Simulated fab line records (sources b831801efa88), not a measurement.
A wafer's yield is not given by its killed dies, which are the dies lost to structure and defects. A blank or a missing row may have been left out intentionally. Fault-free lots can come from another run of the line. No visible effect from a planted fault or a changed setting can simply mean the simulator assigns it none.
fab line records | flow sky130 | part 2 of 2: steps 26 to 36 of 36
record: lots: 5 | wafers: 15 | lastDay: 49
route steps=708 shown LDD_P@262 LDD_HVN@267 LDD_HVP@278 LDD_LDN@289
lots untouched by any fault: they come from a run of this same line in which no faults occurred
startH: hours from the record's first day to the start of the lot's first wafer shown | waitH: hours since the lot's step before | " as in the row above | L1.1+2: a single row standing in for several wafers | - no value, or no start given | * or withheld: withheld | < > ~ a bound
route shown NAME@n: names a module that has steps shown in the file, with the first one's number in the route | usual: the fault-free wafers' mean and standard deviation | same: alike in all rows | chamber/n: place in a boat | sites: readings site by site | _std_site: standard deviation of those values | _edge_site: mean of outer sites minus mean of inner sites | radiusMm: how far each site lies from the wafer's centre | mask NAME#n: copy n | behind: the most recent tool/chamber to have shaped the wafer | hold: what put the lot on hold/how long, in hours/how the hold closed | device: whichever transistor did not switch (one of n, p or np) | end of line: tests of these same wafers at the route's end | a step with no rows: only its recipe | killed: at the first sort, the dies lost to defects and structure; wafer yield is something else | map: a wafer's dies, marking killed ones x, the rest . and places with no die _
set.NAME: the setting as run; set.NAME@STEP: as run at that earlier step | model.NAME: the simulator's own value behind a step, which no gauge read
certain route steps with their lots: each step a table, each wafer a row
services: from which hour (startH, from the record's first day; less than 0 if before it) a tool's chamber was out of use, for how many hours, and why
== steps ==
step: SKY_LDD_HVP_STRIP_09
recipe: chemistry: O2/N2 | powerW: 1400 | pressureMtorr: 1500 | platenTempC: withheld | o2FlowSccm: 3000 | n2FlowSccm: 300 | overashFraction: 0.5
usual: chamberPressureMTorr: 1499.9/1.3 | drypumpMotorCurrentA: 5.8/0.5 | oesProductAu: 0.408/0.0044 | stripTimeToEndpointS: 4.135/0.013
lot.wafer | tool           | chamber | startH | waitH | chamberPressureMTorr | drypumpMotorCurrentA | oesProductAu | rfHoursCounterH | stripTimeToEndpointS
L075.2    | plasmaAsher-01 | 1       | 497.15 | 0.1   | 1500.2               | 6.1                  | 0.407        | 7               | 4.151
L075.4    | "              | 1       | "      | "     | 1499.4               | 6.1                  | 0.412        | -               | 4.148
L075.5    | "              | 1       | "      | "     | 1500.1               | 6.1                  | 0.399        | -               | 4.136
L077.3    | plasmaAsher-02 | 1       | 530.34 | 0.1   | 1499.4               | 6.3                  | 0.411        | -               | 4.119
L077.4    | "              | 0       | "      | "     | 1501.0               | 5.3                  | 0.408        | -               | 4.119
L077.6    | "              | 0       | "      | "     | 1501.8               | 5.4                  | 0.406        | -               | 4.120
L085.2    | plasmaAsher-02 | 1       | 602.01 | 0.1   | 1500.5               | 6.4                  | 0.410        | 82              | 4.151
L085.4    | "              | 1       | "      | "     | 1499.1               | 6.4                  | 0.405        | -               | 4.124
L085.5    | "              | 0       | "      | "     | 1500.5               | 5.3                  | 0.413        | -               | 4.132
L090.4    | plasmaAsher-04 | 0       | 641.32 | 0.1   | 1499.9               | 5.3                  | 0.407        | -               | 4.109
L090.5    | "              | 0       | "      | "     | 1498.7               | 5.3                  | 0.406        | -               | 4.161
L090.6    | "              | 1       | "      | "     | 1500.1               | 6.4                  | 0.401        | -               | 4.135
L089.1    | plasmaAsher-04 | 0       | 641.75 | 0.1   | 1500.7               | 5.3                  | 0.412        | 90              | 4.145
L089.2    | "              | 1       | "      | "     | 1502.1               | 6.4                  | 0.413        | 90              | 4.145
L089.6    | "              | 0       | "      | "     | 1497.3               | 5.3                  | 0.415        | -               | 4.141
step: SKY_LDD_HVP_TW_MEAS_10
usual: LDD_HVP_TW: 451/6.6
lot.wafer | tool         | chamber | startH | waitH | LDD_HVP_TW
L075.2    | filmMetro-02 | -       | 497.26 | 0.1   | 457
L075.4    | "            | -       | "      | "     | 455
L075.5    | "            | -       | "      | "     | 456
L077.3    | filmMetro-02 | -       | 530.42 | 0.1   | 450
L077.4    | "            | -       | "      | "     | 450
L077.6    | "            | -       | "      | "     | 452
L085.2    | filmMetro-03 | -       | 602.12 | 0.1   | 460
L085.4    | "            | -       | "      | "     | 462
L085.5    | "            | -       | "      | "     | 461
L090.4    | filmMetro-01 | -       | 641.41 | 0.1   | 447
L090.5    | "            | -       | "      | "     | 444
L090.6    | "            | -       | "      | "     | 448
L089.1    | filmMetro-02 | -       | 641.85 | 0.1   | 451
L089.2    | "            | -       | "      | "     | 454
L089.6    | "            | -       | "      | "     | 454
step: SKY_LDD_LDN_DEHYDRATE_00
recipe: tempC: 200 | timeS: 60
usual: exhaustPa: 45.1/0.9
lot.wafer | tool          | chamber | startH | waitH | exhaustPa
L075.2    | lithoTrack-03 | 0       | 511.24 | 14.0  | 43.6
L075.4    | "             | 0       | "      | "     | 44.1
L075.5    | "             | 0       | "      | "     | 44.1
L077.3    | lithoTrack-01 | 0       | 545.20 | 14.8  | 43.6
L077.4    | "             | 0       | "      | "     | 45.0
L077.6    | "             | 0       | "      | "     | 44.9
L085.2    | lithoTrack-01 | 0       | 615.62 | 13.5  | 44.5
L085.4    | "             | 0       | "      | "     | 45.0
L085.5    | "             | 0       | "      | "     | 44.4
L090.4    | lithoTrack-03 | 0       | 654.64 | 13.2  | 44.7
L090.5    | "             | 0       | "      | "     | 44.4
L090.6    | "             | 0       | "      | "     | 43.4
L089.1    | lithoTrack-01 | 0       | 655.35 | 13.5  | 45.2
L089.2    | "             | 0       | "      | "     | 45.5
L089.6    | "             | 0       | "      | "     | 46.4
step: SKY_LDD_LDN_HMDS_01
recipe: primeTimeS: 60 | primeTempC: 120
usual: exhaustPa: 44.8/0.93
lot.wafer | tool          | chamber | startH | waitH | exhaustPa
L075.2    | lithoTrack-03 | 0       | 511.39 | 0.1   | 44.4
L075.4    | "             | 0       | "      | "     | 44.8
L075.5    | "             | 0       | "      | "     | 44.3
L077.3    | lithoTrack-01 | 0       | 545.35 | 0.1   | 43.2
L077.4    | "             | 0       | "      | "     | 44.8
L077.6    | "             | 0       | "      | "     | 43.5
L085.2    | lithoTrack-01 | 0       | 615.77 | 0.1   | 43.7
L085.4    | "             | 0       | "      | "     | 44.5
L085.5    | "             | 0       | "      | "     | 44.2
L090.4    | lithoTrack-03 | 0       | 654.79 | 0.1   | 45.2
L090.5    | "             | 0       | "      | "     | 45.7
L090.6    | "             | 0       | "      | "     | 44.3
L089.1    | lithoTrack-01 | 0       | 655.50 | 0.1   | 44.9
L089.2    | "             | 0       | "      | "     | 43.2
L089.6    | "             | 0       | "      | "     | 45.2
step: SKY_LDD_LDN_COAT_02
recipe: resist: NOVOLAK | spinRpm: 3000 | resistThkNm: 1140
usual: exhaustPa: 44.9/0.88
lot.wafer | tool          | chamber | startH | waitH | exhaustPa
L075.2    | lithoTrack-03 | 0       | 511.54 | 0.1   | 44.5
L075.4    | "             | 0       | "      | "     | 43.7
L075.5    | "             | 0       | "      | "     | 44.3
L077.3    | lithoTrack-01 | 0       | 545.50 | 0.1   | 43.7
L077.4    | "             | 0       | "      | "     | 45.5
L077.6    | "             | 0       | "      | "     | 44.8
L085.2    | lithoTrack-01 | 0       | 615.92 | 0.1   | 43.4
L085.4    | "             | 0       | "      | "     | 44.1
L085.5    | "             | 0       | "      | "     | 44.8
L090.4    | lithoTrack-03 | 0       | 654.94 | 0.1   | 46.1
L090.5    | "             | 0       | "      | "     | 46.1
L090.6    | "             | 0       | "      | "     | 45.6
L089.1    | lithoTrack-01 | 0       | 655.65 | 0.1   | 43.3
L089.2    | "             | 0       | "      | "     | 44.2
L089.6    | "             | 0       | "      | "     | 45.6
step: SKY_LDD_LDN_SOFTBAKE_03
recipe: tempC: 90 | timeS: 60 | resist: NOVOLAK
usual: exhaustPa: 45.1/1.1
lot.wafer | tool          | chamber | startH | waitH | exhaustPa
L075.2    | lithoTrack-03 | 0       | 511.69 | 0.1   | 44.5
L075.4    | "             | 0       | "      | "     | 45.3
L075.5    | "             | 0       | "      | "     | 45.4
L077.3    | lithoTrack-01 | 0       | 545.65 | 0.1   | 45.5
L077.4    | "             | 0       | "      | "     | 45.2
L077.6    | "             | 0       | "      | "     | 45.0
L085.2    | lithoTrack-01 | 0       | 616.07 | 0.1   | 44.9
L085.4    | "             | 0       | "      | "     | 44.2
L085.5    | "             | 0       | "      | "     | 45.1
L090.4    | lithoTrack-03 | 0       | 655.09 | 0.1   | 45.1
L090.5    | "             | 0       | "      | "     | 44.6
L090.6    | "             | 0       | "      | "     | 44.9
L089.1    | lithoTrack-01 | 0       | 655.80 | 0.1   | 44.3
L089.2    | "             | 0       | "      | "     | 44.4
L089.6    | "             | 0       | "      | "     | 45.1
step: SKY_LDD_LDN_EXPOSE_04
recipe: maskId: LDNTM | na: 0.6 | sourceShape: conventional | sigmaOuter: 0.6 | polarization: unpolarized | targetCdNm: 700 | doseMj: 140
same: sigmaOuter: 0.6
lot.wafer  | tool            | chamber | startH | waitH | mask
L075.2+4+5 | ilineStepper-02 | 0       | -      | -     | LDNTM#0
L077.3+4+6 | ilineStepper-01 | 0       | -      | -     | LDNTM#0
L085.2+4+5 | ilineStepper-01 | 0       | -      | -     | LDNTM#0
L090.4+5+6 | ilineStepper-01 | 0       | -      | -     | LDNTM#0
L089.1+2+6 | ilineStepper-02 | 0       | -      | -     | LDNTM#0
step: SKY_LDD_LDN_PEB_05
recipe: tempC: withheld | timeS: * | resist: NOVOLAK
usual: exhaustPa: 44.9/0.93
lot.wafer | tool          | chamber | startH | waitH | exhaustPa
L075.2    | lithoTrack-03 | 0       | -      | -     | 46.5
L075.4    | "             | 0       | "      | "     | 44.5
L075.5    | "             | 0       | "      | "     | 45.8
L077.3    | lithoTrack-04 | 0       | -      | -     | 43.5
L077.4    | "             | 0       | "      | "     | 43.6
L077.6    | "             | 0       | "      | "     | 45.6
L085.2    | lithoTrack-04 | 0       | -      | -     | 44.8
L085.4    | "             | 0       | "      | "     | 45.2
L085.5    | "             | 0       | "      | "     | 45.9
L090.4    | lithoTrack-01 | 0       | -      | -     | 44.5
L090.5    | "             | 0       | "      | "     | 45.6
L090.6    | "             | 0       | "      | "     | 44.4
L089.1    | lithoTrack-01 | 0       | -      | -     | 45.7
L089.2    | "             | 0       | "      | "     | 45.4
L089.6    | "             | 0       | "      | "     | 44.9
step: SKY_LDD_LDN_DEVELOP_06
recipe: resist: NOVOLAK | developer: TMAH | developTimeS: 60 | devTempC: 23
usual: exhaustPa: 45.2/0.92
lot.wafer | tool          | chamber | startH | waitH | exhaustPa
L075.2    | lithoTrack-03 | 0       | 526.89 | 0.1   | 43.7
L075.4    | "             | 0       | "      | "     | 43.7
L075.5    | "             | 0       | "      | "     | 44.6
L077.3    | lithoTrack-04 | 0       | 560.13 | 0.1   | 47.2
L077.4    | "             | 0       | "      | "     | 45.5
L077.6    | "             | 0       | "      | "     | 46.5
L085.2    | lithoTrack-04 | 0       | 630.31 | 0.1   | 44.1
L085.4    | "             | 0       | "      | "     | 45.1
L085.5    | "             | 0       | "      | "     | 44.5
L090.4    | lithoTrack-01 | 0       | 669.72 | 0.1   | 44.3
L090.5    | "             | 0       | "      | "     | 43.6
L090.6    | "             | 0       | "      | "     | 44.8
L089.1    | lithoTrack-01 | 0       | 669.95 | 0.1   | 44.0
L089.2    | "             | 0       | "      | "     | 44.2
L089.6    | "             | 0       | "      | "     | 45.8
step: SKY_LDD_LDN_OVL_MEAS_07
usual: LDD_LDN_OVL: 0.1/1.1
lot.wafer | tool       | chamber | startH | waitH | LDD_LDN_OVL[nm]
L075.2    | overlay-02 | -       | 527.02 | 0.1   | 0.6
L075.4    | "          | -       | "      | "     | -0.6
L075.5    | "          | -       | "      | "     | 0.7
L077.3    | overlay-02 | -       | 560.24 | 0.1   | 1.1
L077.4    | "          | -       | "      | "     | -0.9
L077.6    | "          | -       | "      | "     | -1.0
L085.2    | overlay-02 | -       | 630.44 | 0.1   | -0.3
L085.4    | "          | -       | "      | "     | 0.1
L085.5    | "          | -       | "      | "     | -0.6
L090.4    | overlay-02 | -       | 669.82 | 0.1   | -0.5
L090.5    | "          | -       | "      | "     | 1.3
L090.6    | "          | -       | "      | "     | -0.8
L089.1    | overlay-02 | -       | 670.10 | 0.1   | 1.5
L089.2    | "          | -       | "      | "     | 2.5
L089.6    | "          | -       | "      | "     | 2.0
step: SKY_LDD_LDN_IMPLANT_08
recipe: species: As | energyKev: 15 | doseCm2: 1.25e+13 | tiltDeg: withheld | rotationDeg: 23
usual: beamOnS: 9.98/0.21
lot.wafer | tool         | chamber | startH | waitH | beamOnS
L075.2    | implanter-01 | 0       | 527.08 | 0.0   | 10.19
L075.4    | "            | 0       | "      | "     | 10.19
L075.5    | "            | 0       | "      | "     | 9.95
L077.3    | implanter-01 | 0       | 560.32 | 0.1   | 10.08
L077.4    | "            | 0       | "      | "     | 9.86
L077.6    | "            | 0       | "      | "     | 10.03
L085.2    | implanter-01 | 0       | 630.49 | 0.0   | 9.97
L085.4    | "            | 0       | "      | "     | 10.44
L085.5    | "            | 0       | "      | "     | 9.86
L090.4    | implanter-02 | 0       | 669.91 | 0.1   | 9.68
L090.5    | "            | 0       | "      | "     | 10.26
L090.6    | "            | 0       | "      | "     | 9.86
L089.1    | implanter-04 | 0       | 670.13 | 0.0   | 10.15
L089.2    | "            | 0       | "      | "     | 9.80
L089.6    | "            | 0       | "      | "     | 10.08
== services ==
tool            | chamber | startH | hours | kind
implanter-04    | -       | 419.71 | 4.8   | repair
plasmaAsher-01  | -       | 421.29 | 9.0   | pm
ilineStepper-01 | -       | 430.04 | 7.0   | repair
implanter-01    | -       | 431.34 | 1.6   | pm
ilineStepper-02 | -       | 439.26 | 4.4   | pm
plasmaAsher-02  | -       | 455.62 | 10.8  | repair
implanter-03    | -       | 460.93 | 2.2   | repair
ilineStepper-01 | -       | 482.28 | 1.7   | pm
implanter-01    | -       | 483.29 | 4.3   | pm
plasmaAsher-02  | -       | 497.04 | 0.8   | repair
plasmaAsher-01  | -       | 520.56 | 3.8   | repair
implanter-01    | -       | 522.02 | 2.6   | repair
implanter-01    | -       | 549.27 | 2.1   | repair
implanter-01    | -       | 556.24 | 2.5   | repair
implanter-01    | -       | 565.66 | 2.5   | repair
plasmaAsher-04  | -       | 573.79 | 0.9   | repair
ilineStepper-02 | -       | 578.44 | 1.7   | pm
plasmaAsher-03  | -       | 579.37 | 3.2   | repair
implanter-02    | -       | 593.64 | 5.1   | pm
implanter-03    | -       | 620.70 | 4.0   | pm
plasmaAsher-01  | -       | 622.43 | 2.4   | repair
implanter-02    | -       | 628.02 | 1.1   | repair
implanter-03    | -       | 628.29 | 3.0   | repair
implanter-02    | -       | 656.63 | 2.1   | repair
